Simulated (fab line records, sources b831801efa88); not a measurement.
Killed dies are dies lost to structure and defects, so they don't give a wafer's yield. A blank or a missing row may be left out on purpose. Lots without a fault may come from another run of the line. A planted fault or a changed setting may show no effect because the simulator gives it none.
Which tool did it? | flow sky130 | 7 lots, 21 wafers sampled, at 2 steps of a route of 708

WHAT THE GAUGES READ, wafer by wafer
SKY_METAL3_CD_MEAS_13: target cd 300 nm.
lot  | measured     | on        | cd_nm (nm)
L783 | day 39 21:58 | cd_sem-02 | 300.1 300.6 301.3
L787 | day 40 22:43 | cd_sem-02 | 302.5 301.9 302.6
L790 | day 41 19:54 | cd_sem-02 | 301.3 302.4 301.6
L792 | day 42 16:49 | cd_sem-02 | 301.3 301.5 302.0
L794 | day 42 23:10 | cd_sem-02 | 298.4 296.9 297.4
L798 | day 44 10:43 | cd_sem-02 | 299.9 298.5 298.5
L800 | day 44 14:21 | cd_sem-01 | 266.3 254.2 280.8

WHICH TOOL RAN EACH LOT (tool, then ch and the chambers of the sampled wafers, then the start)
lot  | SKY_METAL3_EXPOSE_10
L783 | krf_scanner-02 ch 0, day 39 08:53
L787 | krf_scanner-02 ch 0, day 40 10:19
L790 | krf_scanner-02 ch 0, day 41 07:27
L792 | krf_scanner-01 ch 0, day 42 05:19
L794 | krf_scanner-02 ch 0, day 42 10:53
L798 | krf_scanner-01 ch 0, day 44 00:24
L800 | krf_scanner-02 ch 0, day 44 03:42
- SKY_METAL3_EXPOSE_10: exposes mask MM3, target cd 300 nm.

THE ANSWER, worked out from the rows above alone
Rule: what is usual is taken from the lots themselves. Put in order of their means at a reading, lots are off if they are a third of the lots or fewer, leave a main group of 4 or more, and stand apart from it by a gap of 3 or more times the standard deviation of the main group's means; of several such gaps the widest counts. A main group whose means are all the same, to the digits that the tables above print for the reading, isn't used. A lot without any number at a reading at which 4 lots or more have one is off too. The other lots that the step has rows for count as sound.
Off: L800, at SKY_METAL3_CD_MEAS_13 (cd_nm). The main group: mean 300.5 nm, standard deviation 1.7.
A tool fits if, at a process step before that reading, it ran every lot that is off, and no sound lot after the first of them. The gauges at SKY_METAL3_CD_MEAS_13 are tried like those tools. Can't be told from this: 2 tools fit, krf_scanner-02 at SKY_METAL3_EXPOSE_10, cd_sem-01 at SKY_METAL3_CD_MEAS_13.

WHAT THE SIMULATOR HAD PUT IN
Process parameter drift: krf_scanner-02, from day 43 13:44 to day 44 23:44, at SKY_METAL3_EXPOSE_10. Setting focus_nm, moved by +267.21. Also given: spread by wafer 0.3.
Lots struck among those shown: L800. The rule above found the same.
